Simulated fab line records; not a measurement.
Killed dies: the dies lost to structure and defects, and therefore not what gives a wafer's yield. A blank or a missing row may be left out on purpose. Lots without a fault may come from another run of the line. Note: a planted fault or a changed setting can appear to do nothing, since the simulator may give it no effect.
Which of the tools did it? :: flow gf180mcu :: 11 lots, 33 wafers sampled, at 5 steps of a route of 602

## WHAT EACH GAUGE READ, for each wafer
GF_POLY_GATE_CD_MEAS_18.
lot: L248
measured: day 9 08:31
on: cdSem-02
cdNm (nm): 281.7 284.2 281.3

lot: L251
measured: day 9 23:32
on: cdSem-02
cdNm (nm): 281.7 277.9 280.3

lot: L252
measured: day 10 07:13
on: cdSem-02
cdNm (nm): 280.1 280.1 284.9

lot: L254
measured: day 10 23:22
on: cdSem-02
cdNm (nm): - - -

lot: L255
measured: day 11 07:53
on: cdSem-02
cdNm (nm): - - -

lot: L264
measured: day 13 23:16
on: cdSem-01
cdNm (nm): 279.8 280.0 280.9

lot: L265
measured: day 14 07:37
on: cdSem-02
cdNm (nm): 278.7 277.9 281.1

lot: L267
measured: day 14 22:16
on: cdSem-01
cdNm (nm): 281.9 282.2 281.7

lot: L269
measured: day 15 08:29
on: cdSem-02
cdNm (nm): 283.7 283.9 283.3

lot: L270
measured: day 15 23:23
on: cdSem-02
cdNm (nm): 282.1 279.3 280.1

lot: L271
measured: day 16 04:59
on: cdSem-02
cdNm (nm): 281.2 280.9 283.0

GF_V2_THK_MEAS_25: measures by xrf.
lot: L248
measured: day 20 07:17
on: filmMetro-03
V2_W_THK (nm): 355 349 350

lot: L251
measured: day 21 05:37
on: filmMetro-04
V2_W_THK (nm): 342 348 344

lot: L252
measured: day 21 21:59
on: filmMetro-03
V2_W_THK (nm): 352 353 353

lot: L264
measured: day 25 22:43
on: filmMetro-03
V2_W_THK (nm): 352 352 347

lot: L265
measured: day 26 12:31
on: filmMetro-04
V2_W_THK (nm): 345 347 347

lot: L267
measured: day 26 22:19
on: filmMetro-01
V2_W_THK (nm): 342 348 342

lot: L269
measured: day 27 06:53
on: filmMetro-03
V2_W_THK (nm): 350 348 349

lot: L270
measured: day 27 22:08
on: filmMetro-01
V2_W_THK (nm): 347 350 351

lot: L271
measured: day 28 01:55
on: filmMetro-03
V2_W_THK (nm): 351 350 349

## WHICH TOOL RAN EACH LOT (tool, then ch and the chambers of the sampled wafers, then the start)
lot: L248
GF_POLY_GATE_ETCH_12: rieDiel-02 ch 1,2,3, day 9 06:58
GF_POLY_GATE_ETCH_13: rieSi-01 ch 2,3, day 9 07:01
GF_V1_ETCH_17: rieDiel-04 ch 0,1,3, day 20 07:17 or earlier

lot: L251
GF_POLY_GATE_ETCH_12: rieDiel-03 ch 1,2,3, day 9 21:26
GF_POLY_GATE_ETCH_13: rieSi-01 ch 1,2,3, day 9 21:29
GF_V1_ETCH_17: rieDiel-02 ch 0,1,3, day 21 05:37 or earlier

lot: L252
GF_POLY_GATE_ETCH_12: rieDiel-04 ch 2,3, day 10 05:13
GF_POLY_GATE_ETCH_13: rieSi-02 ch 0,1,2, day 10 05:16
GF_V1_ETCH_17: rieDiel-02 ch 0,1,3, day 21 21:59 or earlier

lot: L254
GF_POLY_GATE_ETCH_12: rieDiel-04 ch 1,2, day 10 21:29
GF_POLY_GATE_ETCH_13: rieSi-01 ch 0,1,2, day 10 21:32
GF_V1_ETCH_17: -

lot: L255
GF_POLY_GATE_ETCH_12: rieDiel-03 ch 1,2,3, day 11 05:18
GF_POLY_GATE_ETCH_13: rieSi-01 ch 1,2, day 11 05:21
GF_V1_ETCH_17: -

lot: L264
GF_POLY_GATE_ETCH_12: rieDiel-02 ch 0,1,2, day 13 21:42
GF_POLY_GATE_ETCH_13: rieSi-02 ch 0,1,2, day 13 21:45
GF_V1_ETCH_17: rieDiel-02 ch 1,2,3, day 25 22:43 or earlier

lot: L265
GF_POLY_GATE_ETCH_12: rieDiel-03 ch 0,3, day 14 06:00
GF_POLY_GATE_ETCH_13: rieSi-02 ch 1,2,3, day 14 06:03
GF_V1_ETCH_17: rieDiel-03 ch 1,2,3, day 26 12:31 or earlier

lot: L267
GF_POLY_GATE_ETCH_12: rieDiel-03 ch 1,2,3, day 14 20:30
GF_POLY_GATE_ETCH_13: rieSi-01 ch 0,2,3, day 14 20:33
GF_V1_ETCH_17: rieDiel-04 ch 0,1,2, day 26 22:19 or earlier

lot: L269
GF_POLY_GATE_ETCH_12: rieDiel-03 ch 0,1,2, day 15 06:52
GF_POLY_GATE_ETCH_13: rieSi-01 ch 0,3, day 15 06:53
GF_V1_ETCH_17: rieDiel-04 ch 0,1,2, day 27 06:53 or earlier

lot: L270
GF_POLY_GATE_ETCH_12: rieDiel-04 ch 2,3, day 15 21:29
GF_POLY_GATE_ETCH_13: rieSi-01 ch 0,2, day 15 21:32
GF_V1_ETCH_17: rieDiel-02 ch 2,3, day 27 22:08 or earlier

lot: L271
GF_POLY_GATE_ETCH_12: rieDiel-02 ch 1,2, day 16 02:59
GF_POLY_GATE_ETCH_13: rieSi-01 ch 1,2,3, day 16 03:03
GF_V1_ETCH_17: rieDiel-04 ch 0,2, day 28 01:55 or earlier
- GF_POLY_GATE_ETCH_12: etches BARC in N2/H2.
- GF_POLY_GATE_ETCH_13: etches poly-Si in HBr/Cl2, stops on SiO2, target depth 198.5 nm, time 69.6 s.
- GF_V1_ETCH_17: etches SiO2 in C4F8/O2/Ar, stops on TiN, target depth 630 nm.

## AS READ BY THE TOOLS THEMSELVES (means over the sampled wafers that have a number; for cases with no such wafer, the mark the record gives instead)
GF_POLY_GATE_ETCH_12.
lot: L248
tool: rieDiel-02
biasW (W): 100.2
chamberPressureMTorr (mTorr): 30.019
drypumpMotorCurrentA (A): 5.6
oesProductAu (a.u.): 0.735
throttleValvePct (%): 13.218

lot: L251
tool: rieDiel-03
biasW (W): 100.1
chamberPressureMTorr (mTorr): 30.010
drypumpMotorCurrentA (A): 5.8
oesProductAu (a.u.): 0.735
throttleValvePct (%): 13.220

lot: L252
tool: rieDiel-04
biasW (W): 100.1
chamberPressureMTorr (mTorr): 30.004
drypumpMotorCurrentA (A): 4.8
oesProductAu (a.u.): 0.737
throttleValvePct (%): 13.209

lot: L254
tool: rieDiel-04
biasW (W): -
chamberPressureMTorr (mTorr): -
drypumpMotorCurrentA (A): -
oesProductAu (a.u.): -
throttleValvePct (%): -

lot: L255
tool: rieDiel-03
biasW (W): -
chamberPressureMTorr (mTorr): -
drypumpMotorCurrentA (A): -
oesProductAu (a.u.): -
throttleValvePct (%): -

lot: L264
tool: rieDiel-02
biasW (W): 99.9
chamberPressureMTorr (mTorr): 29.996
drypumpMotorCurrentA (A): 5.7
oesProductAu (a.u.): 0.734
throttleValvePct (%): 13.207

lot: L265
tool: rieDiel-03
biasW (W): 100.3
chamberPressureMTorr (mTorr): 30.023
drypumpMotorCurrentA (A): 5.5
oesProductAu (a.u.): 0.734
throttleValvePct (%): 13.214

lot: L267
tool: rieDiel-03
biasW (W): 99.8
chamberPressureMTorr (mTorr): 29.989
drypumpMotorCurrentA (A): 5.8
oesProductAu (a.u.): 0.735
throttleValvePct (%): 13.224

lot: L269
tool: rieDiel-03
biasW (W): 100.4
chamberPressureMTorr (mTorr): 30.004
drypumpMotorCurrentA (A): 6.1
oesProductAu (a.u.): 0.727
throttleValvePct (%): 13.219

lot: L270
tool: rieDiel-04
biasW (W): 100.0
chamberPressureMTorr (mTorr): 30.001
drypumpMotorCurrentA (A): 4.8
oesProductAu (a.u.): 0.736
throttleValvePct (%): 13.219

lot: L271
tool: rieDiel-02
biasW (W): 100.2
chamberPressureMTorr (mTorr): 30.016
drypumpMotorCurrentA (A): 5.5
oesProductAu (a.u.): 0.734
throttleValvePct (%): 13.210

GF_POLY_GATE_ETCH_13.
lot: L248
tool: rieSi-01
HBr_flow_sccm (sccm): 150.2
biasW (W): 100.0
drypumpMotorCurrentA (A): 5.8
oesProductAu (a.u.): 0.988
throttleValvePct (%): 33.688

lot: L251
tool: rieSi-01
HBr_flow_sccm (sccm): 149.9
biasW (W): 99.9
drypumpMotorCurrentA (A): 5.6
oesProductAu (a.u.): 0.985
throttleValvePct (%): 33.679

lot: L252
tool: rieSi-02
HBr_flow_sccm (sccm): 150.0
biasW (W): 100.1
drypumpMotorCurrentA (A): 5.6
oesProductAu (a.u.): 0.994
throttleValvePct (%): 33.679

lot: L254
tool: rieSi-01
HBr_flow_sccm (sccm): 150.3
biasW (W): 100.1
drypumpMotorCurrentA (A): 5.7
oesProductAu (a.u.): 0.270
throttleValvePct (%): 33.694

lot: L255
tool: rieSi-01
HBr_flow_sccm (sccm): 150.0
biasW (W): 100.2
drypumpMotorCurrentA (A): 5.5
oesProductAu (a.u.): 0.273
throttleValvePct (%): 33.685

lot: L264
tool: rieSi-02
HBr_flow_sccm (sccm): 149.6
biasW (W): 100.0
drypumpMotorCurrentA (A): 5.6
oesProductAu (a.u.): 0.987
throttleValvePct (%): 33.689

lot: L265
tool: rieSi-02
HBr_flow_sccm (sccm): 149.9
biasW (W): 99.7
drypumpMotorCurrentA (A): 5.4
oesProductAu (a.u.): 0.986
throttleValvePct (%): 33.685

lot: L267
tool: rieSi-01
HBr_flow_sccm (sccm): 149.9
biasW (W): 99.9
drypumpMotorCurrentA (A): 5.9
oesProductAu (a.u.): 0.983
throttleValvePct (%): 33.692

lot: L269
tool: rieSi-01
HBr_flow_sccm (sccm): 149.6
biasW (W): 99.8
drypumpMotorCurrentA (A): 6.1
oesProductAu (a.u.): 1.004
throttleValvePct (%): 33.675

lot: L270
tool: rieSi-01
HBr_flow_sccm (sccm): 149.9
biasW (W): 100.0
drypumpMotorCurrentA (A): 5.7
oesProductAu (a.u.): 0.975
throttleValvePct (%): 33.687

lot: L271
tool: rieSi-01
HBr_flow_sccm (sccm): 150.2
biasW (W): 99.9
drypumpMotorCurrentA (A): 5.7
oesProductAu (a.u.): 0.983
throttleValvePct (%): 33.677

GF_V1_ETCH_17.
lot: L248
tool: rieDiel-04
biasW (W): 1197
chamberPressureMTorr (mTorr): 39.97
oesProductAu (a.u.): 0.853

lot: L251
tool: rieDiel-02
biasW (W): 1204
chamberPressureMTorr (mTorr): 40.00
oesProductAu (a.u.): 0.852

lot: L252
tool: rieDiel-02
biasW (W): 1200
chamberPressureMTorr (mTorr): 40.00
oesProductAu (a.u.): 0.854

lot: L264
tool: rieDiel-02
biasW (W): 1199
chamberPressureMTorr (mTorr): 40.03
oesProductAu (a.u.): 0.855

lot: L265
tool: rieDiel-03
biasW (W): 1198
chamberPressureMTorr (mTorr): 40.03
oesProductAu (a.u.): 0.855

lot: L267
tool: rieDiel-04
biasW (W): 1201
chamberPressureMTorr (mTorr): 40.02
oesProductAu (a.u.): 0.861

lot: L269
tool: rieDiel-04
biasW (W): 1198
chamberPressureMTorr (mTorr): 40.00
oesProductAu (a.u.): 0.857

lot: L270
tool: rieDiel-02
biasW (W): 1201
chamberPressureMTorr (mTorr): 40.01
oesProductAu (a.u.): 0.856

lot: L271
tool: rieDiel-04
biasW (W): 1204
chamberPressureMTorr (mTorr): 40.00
oesProductAu (a.u.): 0.857

## THE ANSWER, worked out from the rows above alone
Rule: usual is defined by the lots themselves. Put in order of their means at a reading, lots are off if they are a third of the lots or fewer, leave a main group of 4 or more, and stand apart from it by a gap of 3 or more times the standard deviation of the main group's means; of several such gaps the widest counts. Not used: any main group whose means are identical at the precision the tables above print for the reading. Also off: a lot with no number at a reading for which 4 or more lots have one. Any other lot the step has rows for is counted as sound. The gauges are gone through in route order, then the tools' own readings, and for those a lot's mean is taken as printed above. The first step at which some lot is off is used, and at that step the reading that is off furthest; a lot without a number counts as furthest.
Off at GF_POLY_GATE_CD_MEAS_18 (cdNm): L254, L255. Without a number there: L254, L255. The main group: mean 281.3 nm, standard deviation 1.3.
A tool fits if, at a process step before that reading, it ran every lot that is off, and no sound lot after the first of them. Not tried: the gauges at GF_POLY_GATE_CD_MEAS_18; whatever is off there is also off at GF_POLY_GATE_ETCH_12, on other tools, and gauge error can't account for it. None of those tried fits.

## WHAT WAS PUT IN BY THE SIMULATOR
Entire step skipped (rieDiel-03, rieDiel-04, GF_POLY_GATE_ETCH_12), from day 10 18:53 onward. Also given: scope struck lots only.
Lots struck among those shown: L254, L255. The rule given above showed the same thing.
